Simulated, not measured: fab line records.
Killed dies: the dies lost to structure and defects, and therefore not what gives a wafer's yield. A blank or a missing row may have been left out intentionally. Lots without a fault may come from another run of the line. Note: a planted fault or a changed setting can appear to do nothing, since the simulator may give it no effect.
fab line records	flow gf180mcu
[record] lots = 14	wafers = 42	last-day = 34
route steps=602 shown HV_LDD@208 PSD@263 SALICIDE@286
lots that met no fault: taken from a fault-free run of the same line
start-h: hours from the record's first day to the start of the lot's first wafer shown	wait-h: hours from the lot's prior step to this one	" identical to the entry in the row above	L1.1+2: one row covering several wafers at once	- no value, or no start was given	* or withheld: withheld	< > ~ a bound
route shown NAME@n: names a module that has steps shown in the file, with the first one's number in the route	usual: the fault-free wafers' mean and standard deviation	same: alike in all rows	chamber/n: place in a boat	sites: readings site by site	_std_site: standard deviation across them	_edge_site: mean of outer sites minus mean of inner sites	radius-mm: for every site, how far away it sits from the centre of the wafer	mask NAME#n: copy n	behind: the most recent tool/chamber to have shaped the wafer	hold: the reason the lot was held/the length of the hold in hours/how it ended	device: the transistor (n, p or np) that didn't switch	end of line: at the end of the route, the tests of the same wafers	step lacking rows: just its recipe	killed: dies that structure and defects cost at the first sort, which is not the same as the wafer's yield	map: a wafer's dies, x killed, . not, _ none there
set.NAME: the setting as run; set.NAME@STEP: as run at that earlier step	model.NAME: the simulator's own value behind a step, which no gauge read
the route's steps for a sample of lots (tables are steps, rows are wafers)
services: a tool's chamber out of use, with start hour (start-h, from the record's first day; less than 0 if before it), hours out, and reason
[[steps]]
[step GF_HV_LDD_OVL_MEAS_32]
[usual] HV_LDD_02_OVL = -0.8/1.2
lot.wafer	tool	chamber	start-h	wait-h	HV_LDD_02_OVL[nm]
L458.4	overlay-01	-	256.00	0.1	-2.3
L458.5	"	-	"	"	-1.5
L458.6	"	-	"	"	-2.1
L459.1	overlay-01	-	267.99	0.1	-2.3
L459.2	"	-	"	"	-1.2
L459.5	"	-	"	"	-1.1
L460.1	overlay-01	-	275.72	0.1	-1.3
L460.4	"	-	"	"	-0.2
L460.6	"	-	"	"	-1.3
L461.2	overlay-01	-	282.07	0.1	-2.0
L461.5	"	-	"	"	-1.6
L461.6	"	-	"	"	-1.6
L463.2	overlay-02	-	297.82	0.1	-1.1
L463.4	"	-	"	"	-0.8
L463.5	"	-	"	"	-2.2
L464.3	overlay-01	-	307.83	0.1	-1.5
L464.4	"	-	"	"	-1.7
L464.5	"	-	"	"	-2.7
L465.1	overlay-01	-	316.24	0.1	-0.3
L465.3	"	-	"	"	-0.2
L465.4	"	-	"	"	-1.4
L467.2	overlay-01	-	342.84	0.1	0.9
L467.5	"	-	"	"	0.3
L467.6	"	-	"	"	2.0
L469.2	overlay-01	-	349.12	0.1	-2.7
L469.3	"	-	"	"	-0.5
L469.4	"	-	"	"	-0.3
L470.1	overlay-02	-	354.73	0.1	0.0
L470.2	"	-	"	"	1.9
L470.6	"	-	"	"	-1.4
L471.2	overlay-01	-	366.77	0.1	-1.4
L471.3	"	-	"	"	-0.7
L471.6	"	-	"	"	-0.9
L476.1	overlay-02	-	407.06	0.1	0.4
L476.3	"	-	"	"	1.6
L476.5	"	-	"	"	-1.6
L479.2	overlay-01	-	429.33	0.1	-1.3
L479.4	"	-	"	"	-3.3
L479.5	"	-	"	"	-0.2
L480.1	overlay-01	-	432.91	0.1	-1.2
L480.4	"	-	"	"	-1.3
L480.5	"	-	"	"	-1.8
[step GF_HV_LDD_IMPLANT_48]
[recipe] species = B	energy-kev = 25	dose-cm2 = 3e+13	tilt-deg = 7
[usual] beam-on-s = 10.00/0.2	dose-ions-cm2 = 3e+13/3.5e+10	faraday-current-uA = 169/3.4
lot.wafer	tool	chamber	start-h	wait-h	beam-on-s	dose-ions-cm2	faraday-current-uA
L458.4	implanter-01	0	276.03	0.1	10.25	2.998e+13	165
L458.5	"	0	"	"	9.57	3.002e+13	178
L458.6	"	0	"	"	9.84	3.002e+13	171
L459.1	implanter-04	0	288.50	0.0	9.97	2.999e+13	171
L459.2	"	0	"	"	10.16	2.997e+13	166
L459.5	"	0	"	"	9.67	2.997e+13	175
L460.1	implanter-01	0	296.50	0.0	10.14	2.998e+13	168
L460.4	"	0	"	"	10.05	3.001e+13	168
L460.6	"	0	"	"	10.21	3.004e+13	166
L461.2	implanter-04	0	302.15	0.0	9.94	3.003e+13	170
L461.5	"	0	"	"	10.31	3.001e+13	164
L461.6	"	0	"	"	9.93	3.003e+13	170
L463.2	implanter-04	0	319.78	0.0	9.88	2.997e+13	172
L463.4	"	0	"	"	10.36	2.994e+13	164
L463.5	"	0	"	"	9.68	2.997e+13	175
L464.3	implanter-01	0	329.02	0.1	9.77	3.003e+13	172
L464.4	"	0	"	"	10.19	3.001e+13	166
L464.5	"	0	"	"	10.03	3.006e+13	168
L465.1	implanter-01	0	338.65	0.0	9.81	2.997e+13	172
L465.3	"	0	"	"	9.79	2.999e+13	172
L465.4	"	0	"	"	10.36	2.997e+13	163
L467.2	implanter-04	0	365.13	0.0	10.00	2.998e+13	169
L467.5	"	0	"	"	10.36	2.999e+13	163
L467.6	"	0	"	"	10.30	3e+13	164
L469.2	implanter-02	0	371.68	0.0	9.74	2.998e+13	175
L469.3	"	0	"	"	10.32	3.003e+13	164
L469.4	"	0	"	"	9.68	2.997e+13	175
L470.1	implanter-04	0	377.75	0.0	7.86	3.005e+13	215
L470.2	"	0	"	"	8.10	3e+13	209
L470.6	"	0	"	"	8.28	3e+13	204
L471.2	implanter-04	0	389.63	0.0	7.99	3.006e+13	211
L471.3	"	0	"	"	7.93	2.999e+13	213
L471.6	"	0	"	"	8.27	3.004e+13	205
L476.1	implanter-02	0	431.32	0.0	9.99	3.004e+13	169
L476.3	"	0	"	"	9.95	3.007e+13	170
L476.5	"	0	"	"	10.08	3.003e+13	168
L479.2	implanter-01	0	454.48	0.0	10.48	3e+13	161
L479.4	"	0	"	"	10.06	3.004e+13	169
L479.5	"	0	"	"	9.73	3.003e+13	173
L480.1	implanter-01	0	457.75	0.0	9.74	3.001e+13	173
L480.4	"	0	"	"	9.88	3.005e+13	171
L480.5	"	0	"	"	9.56	2.999e+13	176
[step GF_HV_LDD_TW_MEAS_50]
[usual] HV_LDD_4_TW = 575/3.1
lot.wafer	tool	chamber	start-h	wait-h	HV_LDD_4_TW
L458.4	film-metro-03	-	276.23	0.1	579
L458.5	"	-	"	"	580
L458.6	"	-	"	"	579
L459.1	film-metro-04	-	288.75	0.1	577
L459.2	"	-	"	"	576
L459.5	"	-	"	"	578
L460.1	film-metro-03	-	296.75	0.1	573
L460.4	"	-	"	"	580
L460.6	"	-	"	"	577
L461.2	film-metro-03	-	302.38	0.1	577
L461.5	"	-	"	"	580
L461.6	"	-	"	"	578
L463.2	film-metro-02	-	320.01	0.1	573
L463.4	"	-	"	"	569
L463.5	"	-	"	"	572
L464.3	film-metro-02	-	329.24	0.1	567
L464.4	"	-	"	"	571
L464.5	"	-	"	"	570
L465.1	film-metro-02	-	338.90	0.1	576
L465.3	"	-	"	"	573
L465.4	"	-	"	"	573
L467.2	film-metro-04	-	365.37	0.1	571
L467.5	"	-	"	"	573
L467.6	"	-	"	"	578
L469.2	film-metro-04	-	371.92	0.1	570
L469.3	"	-	"	"	571
L469.4	"	-	"	"	573
L470.1	film-metro-02	-	378.00	0.1	539
L470.2	"	-	"	"	542
L470.6	"	-	"	"	537
L471.2	film-metro-02	-	389.86	0.1	537
L471.3	"	-	"	"	540
L471.6	"	-	"	"	534
L476.1	film-metro-03	-	431.57	0.1	578
L476.3	"	-	"	"	576
L476.5	"	-	"	"	578
L479.2	film-metro-04	-	454.72	0.1	572
L479.4	"	-	"	"	574
L479.5	"	-	"	"	569
L480.1	film-metro-03	-	458.00	0.1	577
L480.4	"	-	"	"	572
L480.5	"	-	"	"	575
[step GF_PSD_RS_MEAS_15]
[recipe] thk-meas-gauge = four-point-probe
[usual] PSD_RS = 109.88/0.27
lot.wafer	tool	chamber	start-h	wait-h	PSD_RS[ohm/sq]
L458.4	film-metro-01	-	321.09	0.1	110.13
L458.5	"	-	"	"	109.89
L458.6	"	-	"	"	109.83
L459.1	film-metro-04	-	333.60	0.1	109.82
L459.2	"	-	"	"	109.66
L459.5	"	-	"	"	109.42
L460.1	film-metro-01	-	343.56	0.1	110.11
L460.4	"	-	"	"	110.50
L460.6	"	-	"	"	110.19
L461.2	film-metro-04	-	348.87	0.1	109.94
L461.5	"	-	"	"	109.95
L461.6	"	-	"	"	109.69
L463.2	film-metro-01	-	367.06	0.1	110.42
L463.4	"	-	"	"	110.38
L463.5	"	-	"	"	109.98
L464.3	film-metro-01	-	376.77	0.1	110.02
L464.4	"	-	"	"	109.98
L464.5	"	-	"	"	110.15
L465.1	film-metro-04	-	387.24	0.1	109.43
L465.3	"	-	"	"	109.70
L465.4	"	-	"	"	109.50
L467.2	film-metro-04	-	414.34	0.1	109.82
L467.5	"	-	"	"	109.73
L467.6	"	-	"	"	109.59
L469.2	film-metro-04	-	421.16	0.1	110.15
L469.3	"	-	"	"	109.63
L469.4	"	-	"	"	109.99
L470.1	film-metro-01	-	427.93	0.1	109.89
L470.2	"	-	"	"	109.61
L470.6	"	-	"	"	109.97
L471.2	film-metro-01	-	441.20	0.1	109.92
L471.3	"	-	"	"	109.73
L471.6	"	-	"	"	109.83
L476.1	film-metro-04	-	483.57	0.1	109.80
L476.3	"	-	"	"	109.59
L476.5	"	-	"	"	109.53
L479.2	film-metro-03	-	506.60	0.1	109.53
L479.4	"	-	"	"	109.80
L479.5	"	-	"	"	109.76
L480.1	film-metro-03	-	509.48	0.1	110.20
L480.4	"	-	"	"	110.36
L480.5	"	-	"	"	110.37
[step GF_SALICIDE_RTA_08]
[recipe] temp-c = 800	time-s = 30	ambient = N2
[usual] lamp-power-pct = 16.9/1.5	wafer_temp_C_max = 805.0/1.1
lot.wafer	tool	chamber	start-h	wait-h	lamp-power-pct	wafer_temp_C_max
L458.4	rtp-anneal-01	0	342.51	0.1	18.2	804.0
L458.5	"	0	"	"	18.2	804.1
L458.6	"	0	"	"	18.2	804.2
L459.1	rtp-anneal-02	0	356.66	0.0	15.1	804.6
L459.2	"	0	"	"	15.1	804.9
L459.5	"	0	"	"	15.1	803.7
L460.1	rtp-anneal-01	0	366.59	0.0	18.2	806.4
L460.4	"	0	"	"	18.2	805.6
L460.6	"	0	"	"	18.2	804.7
L461.2	rtp-anneal-02	0	371.99	0.0	15.1	810.4
L461.5	"	0	"	"	15.1	804.6
L461.6	"	0	"	"	15.1	805.9
L463.2	rtp-anneal-01	0	389.96	0.0	18.2	805.8
L463.4	"	0	"	"	18.2	805.2
L463.5	"	0	"	"	18.2	803.9
L464.3	rtp-anneal-02	0	400.80	0.0	15.1	805.5
L464.4	"	0	"	"	15.1	805.8
L464.5	"	0	"	"	15.1	804.6
L465.1	rtp-anneal-02	0	411.84	0.0	15.1	805.6
L465.3	"	0	"	"	15.1	806.4
L465.4	"	0	"	"	15.1	805.0
L467.2	rtp-anneal-01	0	439.44	0.0	18.2	804.0
L467.5	"	0	"	"	18.2	804.9
L467.6	"	0	"	"	18.2	804.1
L469.2	rtp-anneal-01	0	446.41	0.0	18.2	804.1
L469.3	"	0	"	"	18.2	804.9
L469.4	"	0	"	"	18.2	804.3
L470.1	rtp-anneal-01	0	453.24	0.0	18.2	804.7
L470.2	"	0	"	"	18.2	803.8
L470.6	"	0	"	"	18.2	805.0
L471.2	rtp-anneal-01	0	466.23	0.0	18.2	803.4
L471.3	"	0	"	"	18.2	805.4
L471.6	"	0	"	"	18.2	804.1
L476.1	rtp-anneal-01	0	508.06	0.0	18.2	805.4
L476.3	"	0	"	"	18.2	805.9
L476.5	"	0	"	"	18.2	805.3
L479.2	rtp-anneal-02	0	529.98	0.0	15.1	807.3
L479.4	"	0	"	"	15.1	804.5
L479.5	"	0	"	"	15.1	804.0
L480.1	rtp-anneal-01	0	533.77	0.0	18.2	807.1
L480.4	"	0	"	"	18.2	804.7
L480.5	"	0	"	"	18.2	804.6
[[services]]
tool	chamber	start-h	hours	kind
implanter-02	-	284.57	4.1	pm
implanter-02	-	300.30	5.0	repair
implanter-04	-	320.20	15.6	pm
implanter-01	-	331.91	0.9	repair
implanter-01	-	378.98	5.6	repair
implanter-04	-	380.79	2.4	pm
implanter-02	-	469.75	0.8	repair
implanter-02	-	522.42	1.7	repair
rtp-anneal-02	-	533.57	3.8	pm
[[key]]
[first-sign] step = GF_HV_LDD_IMPLANT_48	reading = faraday-current-uA	direction = up	sigmas = 12	usual = 169	struck = 209
[effect] step = GF_HV_LDD_IMPLANT_48	reading = beam-on-s	direction = down	sigmas = 9.5	usual = 10.00	struck = 8.07
[effect] step = GF_HV_LDD_TW_MEAS_50	reading = HV_LDD_4_TW	direction = down	sigmas = 12	usual = 575	struck = 538
met-at GF_HV_LDD_IMPLANT_48
struck-lots L470,L471
tester-left-out L470,L471
not-acting-at GF_HV_LDD_OVL_MEAS_32,GF_PSD_RS_MEAS_15,GF_SALICIDE_RTA_08
onset-between 365.13 377.75
[fault] kind = process-parameter-drift	tool = implanter-04	chamber = -	onset-h = 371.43	steps = GF_HV_LDD_IMPLANT_48	channel = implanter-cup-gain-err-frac	offset = 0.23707	shape = step	end-h = 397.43
// tester-left-out: of these lots the tester's yield and bins aren't shown, on N5 and GAA mostly nor the transistor test; their killed dies are dies lost to structure and defects alone, not to doping, threshold or leakage, so they don't give the yield
